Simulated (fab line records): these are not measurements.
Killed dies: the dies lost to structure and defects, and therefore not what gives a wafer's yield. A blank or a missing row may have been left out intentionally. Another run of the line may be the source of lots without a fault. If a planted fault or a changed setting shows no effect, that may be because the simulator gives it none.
A struck lot beside a sound one + flow sky130 + 24 steps out of a route of 708
Sound: the wafers L662.1, L662.3, L662.5. The struck wafers were L664.2, L664.3, L664.4. Last of all comes the cause.
Each step with rows lists, per side, the tool, then ch with its chambers, then its first start. Under that, the readings that differ: sound wafers + struck wafers + difference of the means + sigmas: that difference in standard deviations of wafers without a fault.
alike: readings whose means differ by less than 2 such deviations, and words and numbers that are the same on both sides. not compared: withheld readings, readings that some wafer has no value for, bounds like >300 that may hide the same value, and numbers for which the record gives no deviation and whose values overlap.
Wherever a step has rows on one side only, a row that says differs or no value, or a row with sigmas, the two part there. Numbers that don't overlap but have no deviation are shown without sigmas and don't part them. A reading missing from all wafers of one side parts the sides only when that side holds two or more wafers.

first, 2 steps without rows for these wafers: SKY_POLY_GATE_CLEAN_19 (cleans in SC1/SC2, time 150 s); SKY_POLY_GATE_OXIDATION_20 (stabilise 600 s, purge 300 s, target thk 4 nm).
SKY_POLY_GATE_THK_MEAS_21:
  sound on film metro-03 at day 20 06:34; struck on film metro-04 at day 20 19:53
  alike: POLY_GATE_OXIDATION_THK
SKY_POLY_GATE_CD_MEAS_22:
  sound on cd sem-01 at day 20 06:38; struck on cd sem-02 at day 20 19:58
  alike: cd nm
then, 7 steps without rows for these wafers: SKY_LDD_N_DEHYDRATE_00 (time 60 s); SKY_LDD_N_HMDS_01 (prime time 60 s); SKY_LDD_N_COAT_02 (resist thk 300 nm); SKY_LDD_N_SOFTBAKE_03 (time 60 s); SKY_LDD_N_EXPOSE_04 (exposes mask NTM, target cd 840 nm); SKY_LDD_N_PEB_05; SKY_LDD_N_DEVELOP_06 (develop time 60 s).
SKY_LDD_N_OVL_MEAS_07:
  sound on overlay-02 at day 21 12:27; struck on overlay-01 at day 22 01:15
  alike: LDD_N_OVL
SKY_LDD_N_IMPLANT_08:
  sound on implanter-01 ch 0, day 21 12:29; struck on implanter-02 ch 0, day 22 01:37
then, 7 steps without rows for these wafers: SKY_LDD_N_IMPLANT_09; SKY_LDD_N_IMPLANT_10; SKY_LDD_N_IMPLANT_11; SKY_LDD_N_IMPLANT_12; SKY_LDD_N_IMPLANT_13; SKY_LDD_N_IMPLANT_14; SKY_LDD_N_IMPLANT_15.
SKY_LDD_N_STRIP_16: strips in O2/N2.
  sound on plasma asher-04 ch 0,1, day 21 13:41; struck on plasma asher-01 ch 0,1, day 22 02:48
| reading                      | sound             | struck            | difference | sigmas |
|------------------------------|-------------------|-------------------|------------|--------|
| strip time to endpoint s (s) | 4.307 4.304 4.303 | 4.521 4.525 4.531 | +0.221     | +15    |
  alike: drypump motor current A, o2 flow sccm, oes product au
  not compared: rf hours counter h
SKY_LDD_N_TW_MEAS_17:
  sound on film metro-02 at day 21 13:47; struck on film metro-03 at day 22 02:55
| reading  | sound          | struck         | difference | sigmas |
|----------|----------------|----------------|------------|--------|
| LDD_N_TW | 2609 2608 2599 | 2712 2704 2696 | +99        | +4     |
then, 1 step without rows for these wafers: SKY_LDD_P_DEHYDRATE_00 (time 60 s).
-- here the record skips 27 days between the struck wafers' starts before and after, leaving off in module LDD_P and picking up in module PAD_OPEN (first step shown: number 708 of the route) --
SKY_PAD_OPEN_PROBE_99:
  sound on prober-02 at day 48 18:31; struck on prober-02 at day 49 00:12
| reading                     | sound             | struck            | difference | sigmas |
|-----------------------------|-------------------|-------------------|------------|--------|
| killed at other             | 1 1 0             | 1 2 3             | +1         | +2     |
| model.etest.tip n.rs ohm sq | 442.4 442.2 440.7 | 388.9 388.2 385.6 | -54.2      |        |
  alike: killed_at_M0_to_M3, killed_at_M4_up, killed at contacts, killed at front end, killed dies, killed open, killed short
  not compared: model.etest.nfet_01v8_lvt.vt sat v, model.etest.nfet_01v8.vt sat v

WHERE THEY PART
Earliest at SKY_LDD_N_STRIP_16; latest, in this record, at SKY_PAD_OPEN_PROBE_99.

WHY: what had been put in by the simulator
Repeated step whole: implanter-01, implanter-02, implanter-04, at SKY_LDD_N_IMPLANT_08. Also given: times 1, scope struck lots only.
